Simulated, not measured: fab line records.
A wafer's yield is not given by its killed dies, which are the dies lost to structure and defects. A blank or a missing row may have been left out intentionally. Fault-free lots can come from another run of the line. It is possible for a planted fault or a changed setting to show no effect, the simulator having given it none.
Problem report in the 8D (eight disciplines) form, filled by code | flow sky130 | the parts of the form that need people (team, actions taken, sign-off) are left out

== 1. WHAT WENT WRONG ==
run length s at SKY_METAL1_ETCH_18 reads a mean of 106.6 s on 4 wafers of 2 lots; wafers without a fault read 73.9 s with a standard deviation of 0.34. That is +96 standard deviations from the usual mean.
The step: etches BARC in N2/H2, stops on SiO2, time 45.9 s, target depth 60 nm.
First seen on wafer L302.1, day 38 02:28, on rie metal-02. Wafers with a number at this step in the record: 39, from 13 lots. Rule for "out" (also "out of limits"): further than 4 standard deviations from the usual mean. The other wafers with a number count as sound.

== 2. WHAT IT IS AND WHAT IT IS NOT ==
question                    | is                             | is not
which readings at this step | run length s, oes product au   | drypump motor current A
which lots                  | L302, L304                     | L286, L288, L290, L291, L292, L293, L295, L296, L297, L299, L303
which wafers of those lots  | L302.1, L302.4, L304.4, L304.5 | L302.6, L304.6
read on which tools         | rie metal-02                   | rie metal-01, rie metal-04
when                        | from day 38 02:28              | up to then (31 sound wafers); but 4 sound wafers of L303, L304 came after

== 3. WHAT RULES OUT EACH SUSPECT ==
Counting: if a tool at a process step up to the reading ran every lot that is out, it stays a suspect. Sound lots after the first of them don't rule it out here, since some wafers of a struck lot are sound.
- rie metal-02 at SKY_METAL1_ETCH_18 (etches BARC in N2/H2, stops on SiO2, time 45.9 s, target depth 60 nm): kept. Ran every lot that is out, first one L302 (day 38 02:28); last sound lot up to then L299 (day 36 20:44). Its own readings are out on those wafers: oes product au, run length s.
- Within rie metal-02 at SKY_METAL1_ETCH_18: the wafers that are out ran in chamber 1; their sound lot-mates ran in chamber 0.
Remaining after the count: rie metal-02 at SKY_METAL1_ETCH_18.

== 4. THE CAUSE (what the simulator had put in) ==
rie metal-02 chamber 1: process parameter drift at SKY_METAL1_ETCH_18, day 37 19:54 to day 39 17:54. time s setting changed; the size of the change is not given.
This tool alone remained once counting was done.

== 5. THE EFFECT CHAIN, in route order ==
Each row: a reading where the mean over the struck wafers with a number is more than 3 standard deviations away from the usual. Readings are gone through only where the record gives a usual standard deviation; hours: the median, over the lots, of the time from a lot's start at the first step in this table giving one to that lot's start at this step; sigmas: the change measured in usual standard deviations.
hours | step                | reading                  | usual      | on struck wafers | change | sigmas
0     | SKY_METAL1_ETCH_18  | oes product au           | 0.855 a.u. | 0.658            | -0.197 | -46
0     | SKY_METAL1_ETCH_18  | run length s             | 73.9 s     | 106.6            | +32.7  | +96
0     | SKY_METAL1_STRIP_20 | strip time to endpoint s | 2.71 s     | 2.40             | -0.31  | -9.3
Process steps it contains:
- SKY_METAL1_ETCH_18: etches BARC in N2/H2, stops on SiO2, time 45.9 s, target depth 60 nm.
- SKY_METAL1_STRIP_20: strips in O2/N2.

== 6. WHAT WOULD HAVE CAUGHT IT SOONER ==
In this record the first reading out of limits was taken at day 38 02:28, 7 hours after the fault began at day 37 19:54.
